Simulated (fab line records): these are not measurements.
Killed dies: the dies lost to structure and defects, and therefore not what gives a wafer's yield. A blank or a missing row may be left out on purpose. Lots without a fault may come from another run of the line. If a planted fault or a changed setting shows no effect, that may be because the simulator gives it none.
The tool behind it: which one? -- flow sfq line -- 42 wafers from 14 lots sampled at 6 of the route's 325 steps

WHAT THE GAUGES READ, wafer by wafer
The record holds no reading of a measuring or inspecting step that can be judged against a usual standard deviation.

EACH LOT AND THE TOOL THAT RAN IT (in order: tool; ch and the chambers of the sampled wafers; start)
lot,SFQ_TRILAYER_M0_STRIP_STRIP_025,SFQ_TRILAYER_I0_VIA_BARC_OPEN_VIA_ETCH_046,SFQ_TRILAYER_I4_CMP_CMP_100,SFQ_TRILAYER_I4_METRO_MEASURE_101,SFQ_TRILAYER_I4_VIA_ETCH_VIA_ETCH_106,SFQ_TRILAYER_M7_STRIP_STRIP_181
L903,"rie metal-01 ch 0,1, day 11 00:13","rie diel-02 ch 2,3, day 16 04:25","cmp-01 ch 1,2,3, day 47 03:05","film metro-04, day 47 05:48","rie diel-04 ch 0,1,3, day 53 05:50","rie metal-04 ch 0,1, day 77 13:29"
L904,"rie metal-03 ch 0,1, day 11 09:37","rie diel-04 ch 0,3, day 16 16:25","cmp-02 ch 0,1,2, day 47 12:26","film metro-02, day 47 15:03","rie diel-01 ch 0,2,3, day 53 14:22","rie metal-04 ch 0,1, day 79 20:35"
L906,"rie metal-04 ch 0,1, day 12 00:01","rie diel-01 ch 0,1,2, day 17 08:01","cmp-02 ch 0,2,3, day 48 04:00","film metro-01, day 48 07:21","rie diel-02 ch 0,2,3, day 54 05:58","rie metal-02 ch 0,1, day 80 13:23"
L907,"rie metal-04 ch 0,1, day 12 15:49","rie diel-02 ch 0,1,2, day 18 02:01","cmp-02 ch 2,3, day 49 20:16","film metro-02, day 49 23:17","rie diel-01 ch 2,3, day 54 15:22","rie metal-04 ch 0,1, day 80 14:47"
L911,"rie metal-03 ch 0,1, day 13 18:13","rie diel-04 ch 0,3, day 19 18:57","cmp-01 ch 0,1, day 57 13:11","film metro-01, day 57 16:12","rie diel-04 ch 1,2, day 62 15:09","rie metal-02 ch 0,1, day 81 19:25"
L912,"rie metal-03 ch 0,1, day 14 00:01","rie diel-02 ch 0,1,2, day 19 22:52","cmp-02 ch 1,2, day 57 13:19","film metro-02, day 57 16:32","rie diel-02 ch 2,3, day 62 16:21","rie metal-02 ch 0,1, day 81 21:49"
L914,"rie metal-03 ch 0,1, day 14 08:25","rie diel-01 ch 0,3, day 20 09:38","cmp-01 ch 1,2,3, day 57 23:11","film metro-04, day 58 01:12","rie diel-01 ch 0,2,3, day 63 04:10","rie metal-02 ch 0,1, day 82 00:13"
L915,"rie metal-03 ch 0,1, day 14 13:13","rie diel-04 ch 0,3, day 20 19:14","cmp-01 ch 0,1,3, day 58 07:41","film metro-04, day 58 10:12","rie diel-01 ch 1,2,3, day 63 19:56","rie metal-02 ch 0,1, day 82 02:37"
L916,"rie metal-03 ch 0,1, day 14 15:25","rie diel-02 ch 0,2,3, day 20 22:50","cmp-01 ch 0,1,3, day 58 10:11","film metro-01, day 58 13:00","rie diel-02 ch 0,1,3, day 63 23:32","rie metal-04 ch 0,1, day 82 03:37"
L917,"rie metal-01 ch 0,1, day 14 16:37","rie diel-04 ch 0,2,3, day 21 01:22","cmp-01 ch 0,3, day 58 13:11","film metro-04, day 58 15:48","rie diel-04 ch 1,2, day 64 05:27","rie metal-02 ch 0,1, day 82 04:49"
L919,"rie metal-03 ch 0,1, day 16 14:25","rie diel-04 ch 1,2, day 22 21:25","cmp-02 ch 0,1, day 59 05:25","film metro-04, day 59 08:56","rie diel-02 ch 0,2, day 64 22:15","rie metal-02 ch 0,1, day 83 22:02"
L920,"rie metal-03 ch 0,1, day 17 03:25","rie diel-04 ch 2,3, day 23 13:01","cmp-02 ch 1,2, day 60 02:49","film metro-02, day 60 06:08","rie diel-01 ch 1,2,3, day 65 21:41","rie metal-03 ch 0, day 84 02:47"
L923,"rie metal-01 ch 0,1, day 18 08:20","rie diel-04 ch 0,1,3, day 24 22:37","cmp-02 ch 1,2,3, day 62 17:04","film metro-01, day 62 19:41","rie diel-04 ch 0,1,3, day 67 12:05","rie metal-03 ch 0,1, day 84 06:23"
L924,"rie metal-01 ch 0,1, day 18 21:32","rie diel-04 ch 0,2,3, day 25 17:27","cmp-02 ch 0,1,3, day 63 02:47","film metro-01, day 63 04:54","rie diel-04 ch 0,2,3, day 67 19:17","rie metal-04 ch 0,1, day 84 08:47"
- SFQ_TRILAYER_M0_STRIP_STRIP_025: strips in O2.
- SFQ_TRILAYER_I0_VIA_BARC_OPEN_VIA_ETCH_046: etches BARC in O2, target depth 125 nm, time 41.7 s.
- SFQ_TRILAYER_I4_CMP_CMP_100: polishes SiO2.
- SFQ_TRILAYER_I4_METRO_MEASURE_101
- SFQ_TRILAYER_I4_VIA_ETCH_VIA_ETCH_106: etches SiO2 in CHF3, stops on Nb, target depth 260 nm.
- SFQ_TRILAYER_M7_STRIP_STRIP_181: strips in O2.

AS READ BY THE TOOLS THEMSELVES (means over the sampled wafers that have a number; for cases with no such wafer, the mark the record gives instead)
SFQ_TRILAYER_M0_STRIP_STRIP_025. Usual: drypump motor current A 6.1 A, standard deviation 0.41; oes product au 1.001 a.u., standard deviation 0.0076; platen temp c 40.00 C, standard deviation 0.1.
lot,tool,drypump motor current A (A),oes product au (a.u.),platen temp c (C),flag
L903,rie metal-01,5.5,1.002,39.89,
L904,rie metal-03,6.3,0.998,40.01,
L906,rie metal-04,6.6,1.004,40.00,
L907,rie metal-04,6.5,1.004,39.96,
L911,rie metal-03,6.2,1.008,39.98,
L912,rie metal-03,6.2,1.003,39.93,
L914,rie metal-03,6.2,1.003,40.02,
L915,rie metal-03,6.2,1.000,40.01,
L916,rie metal-03,6.1,1.005,40.00,
L917,rie metal-01,5.5,0.994,39.91,
L919,rie metal-03,6.1,1.004,40.07,
L920,rie metal-03,6.2,1.002,39.79,
L923,rie metal-01,5.5,0.993,40.06,
L924,rie metal-01,5.5,0.994,40.00,

SFQ_TRILAYER_I0_VIA_BARC_OPEN_VIA_ETCH_046. Usual: drypump motor current A 5.7 A, standard deviation 0.35; oes product au 0.685 a.u., standard deviation 0.0044.
lot,tool,drypump motor current A (A),oes product au (a.u.),flag
L903,rie diel-02,6.0,0.685,
L904,rie diel-04,5.6,0.684,
L906,rie diel-01,5.7,0.687,
L907,rie diel-02,5.7,0.688,
L911,rie diel-04,5.8,0.685,
L912,rie diel-02,5.6,0.689,
L914,rie diel-01,5.7,0.688,
L915,rie diel-04,5.7,0.688,
L916,rie diel-02,6.0,0.684,
L917,rie diel-04,5.6,0.686,
L919,rie diel-04,5.8,0.687,
L920,rie diel-04,5.8,0.684,
L923,rie diel-04,5.9,0.684,
L924,rie diel-04,5.6,0.689,

SFQ_TRILAYER_I4_CMP_CMP_100. Usual: motor current A 9.8 A, standard deviation 0.9; time to endpoint s 213 s, standard deviation 6.8.
lot,tool,motor current A (A),time to endpoint s (s),flag
L903,cmp-01,10.0,219,
L904,cmp-02,9.9,206,
L906,cmp-02,10.6,207,
L907,cmp-02,10.8,207,
L911,cmp-01,8.7,214,
L912,cmp-02,10.1,215,
L914,cmp-01,9.5,221,
L915,cmp-01,8.8,212,
L916,cmp-01,9.3,204,
L917,cmp-01,8.8,212,
L919,cmp-02,10.1,223,
L920,cmp-02,10.2,210,
L923,cmp-02,10.3,217,
L924,cmp-02,11.1,212,

SFQ_TRILAYER_I4_METRO_MEASURE_101. Usual: thk nm at 199.9 nm, with a standard deviation of 0.85.
lot,tool,thk nm (nm),flag
L903,film metro-04,199.6,
L904,film metro-02,200.7,
L906,film metro-01,199.5,
L907,film metro-02,199.0,
L911,film metro-01,199.8,
L912,film metro-02,200.0,
L914,film metro-04,199.9,
L915,film metro-04,199.3,
L916,film metro-01,199.8,
L917,film metro-04,199.9,
L919,film metro-04,199.6,
L920,film metro-02,200.3,
L923,film metro-01,185.9,OFF
L924,film metro-01,192.3,OFF

SFQ_TRILAYER_I4_VIA_ETCH_VIA_ETCH_106. Usual: drypump motor current A 5.7 A, standard deviation 0.35; oes product au 0.854 a.u., standard deviation 0.0054.
lot,tool,drypump motor current A (A),oes product au (a.u.),flag
L903,rie diel-04,5.8,0.854,
L904,rie diel-01,5.7,0.855,
L906,rie diel-02,6.0,0.857,
L907,rie diel-01,5.5,0.851,
L911,rie diel-04,6.0,0.855,
L912,rie diel-02,6.0,0.857,
L914,rie diel-01,5.7,0.851,
L915,rie diel-01,5.4,0.855,
L916,rie diel-02,5.8,0.855,
L917,rie diel-04,5.7,0.856,
L919,rie diel-02,5.9,0.853,
L920,rie diel-01,5.4,0.854,
L923,rie diel-04,5.9,0.822,OFF
L924,rie diel-04,5.6,0.830,OFF

SFQ_TRILAYER_M7_STRIP_STRIP_181. Usual: drypump motor current A 6.2 A, standard deviation 0.38; oes product au 1.000 a.u., standard deviation 0.0079; platen temp c 40.02 C, standard deviation 0.11.
lot,tool,drypump motor current A (A),oes product au (a.u.),platen temp c (C),flag
L903,rie metal-04,6.5,1.005,40.01,
L904,rie metal-04,6.6,1.007,40.20,
L906,rie metal-02,5.8,0.997,40.04,
L907,rie metal-04,6.5,0.994,40.03,
L911,rie metal-02,5.8,0.992,39.96,
L912,rie metal-02,5.9,0.991,40.03,
L914,rie metal-02,5.7,0.993,39.99,
L915,rie metal-02,5.7,1.004,40.01,
L916,rie metal-04,6.6,1.007,40.01,
L917,rie metal-02,5.7,0.993,39.93,
L919,rie metal-02,5.9,0.999,40.01,
L920,rie metal-03,6.4,1.010,40.01,
L923,rie metal-03,6.2,1.007,39.99,
L924,rie metal-04,6.5,1.001,40.07,

THE ANSWER, worked out from the rows above alone
Rule: take the mean of a lot's wafers that have a number; if it is more than 3 standard deviations from the usual mean, the lot is off. Also off: a lot with no number at a reading for which 4 or more lots have one. All remaining lots with rows at the step are treated as sound. First the gauges in route order, then the tools' own readings, where a lot's mean is used as printed above. The first step at which some lot is off is used, and at that step the reading that is off furthest; a lot without a number counts as furthest.
Off at SFQ_TRILAYER_I4_METRO_MEASURE_101 (thk nm): L923, L924.
If a tool, at that step or one of the process steps before it, ran each lot that is off and ran no sound lot following the first of them, it fits. Can't be told from this: 4 tools fit, rie metal-01 at SFQ_TRILAYER_M0_STRIP_STRIP_025, rie diel-04 at SFQ_TRILAYER_I0_VIA_BARC_OPEN_VIA_ETCH_046, cmp-02 at SFQ_TRILAYER_I4_CMP_CMP_100, film metro-01 at SFQ_TRILAYER_I4_METRO_MEASURE_101.

WHAT WAS PUT IN BY THE SIMULATOR
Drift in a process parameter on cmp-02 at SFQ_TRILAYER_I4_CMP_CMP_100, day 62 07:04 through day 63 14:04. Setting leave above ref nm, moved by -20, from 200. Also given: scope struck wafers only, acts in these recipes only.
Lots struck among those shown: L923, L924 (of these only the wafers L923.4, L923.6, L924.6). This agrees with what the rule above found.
